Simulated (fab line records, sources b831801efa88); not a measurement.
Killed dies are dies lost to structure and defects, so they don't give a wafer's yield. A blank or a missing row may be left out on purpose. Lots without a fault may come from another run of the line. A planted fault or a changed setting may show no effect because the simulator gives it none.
Chamber matching | flow gf180mcu | GF_V1_CMP_04 on cmp-02: 4 sister chambers
The step polishes SiO2. 4 wafers are shown with their chamber, then 7 later ones without.

WAFERS WITH THEIR CHAMBER
wafer  | chamber | motor_current_A (A)
L756.5 | 3       | 13.7
L764.6 | 1       | 15.9
L766.2 | 2       | 11.8
L766.5 | 0       | 11.0

WAFERS WITHOUT THEIR CHAMBER
wafer  | motor_current_A (A)
L766.6 | 13.1
L774.1 | 12.4
L774.3 | 13.6
L774.6 | 16.7
L775.3 | 10.7
L775.4 | 11.9
L775.6 | 16.6

WHICH CHAMBER EACH WENT THROUGH
wafer  | from the rows above          | in truth
L766.6 | can't be placed: 3 or 2      | 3
L774.1 | can't be placed: 2 or 3 or 0 | 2
L774.3 | 3                            | 3
L774.6 | 1                            | 1
L775.3 | can't be placed: 0 or 2      | 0
L775.4 | can't be placed: 2 or 0      | 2
L775.6 | 1                            | 1
Placed correctly: 3 of 7. Can't be placed from these rows: 4 (the true chamber is among the candidates in 4). Placed wrongly: 0.
How it was worked out, from the rows above alone: a wafer's distance from a chamber is the root of the sum, over the readings, of the square of ((its reading less the chamber's mean) divided by the reading's scatter). The wafer belongs to the nearest chamber; if the next one is less than 2 further off, it can't be placed. A chamber's mean is the mean of its shown wafers. The scatter: with one shown wafer a chamber, the root of the mean of the squares of how far each hidden wafer lies from its nearest shown one.
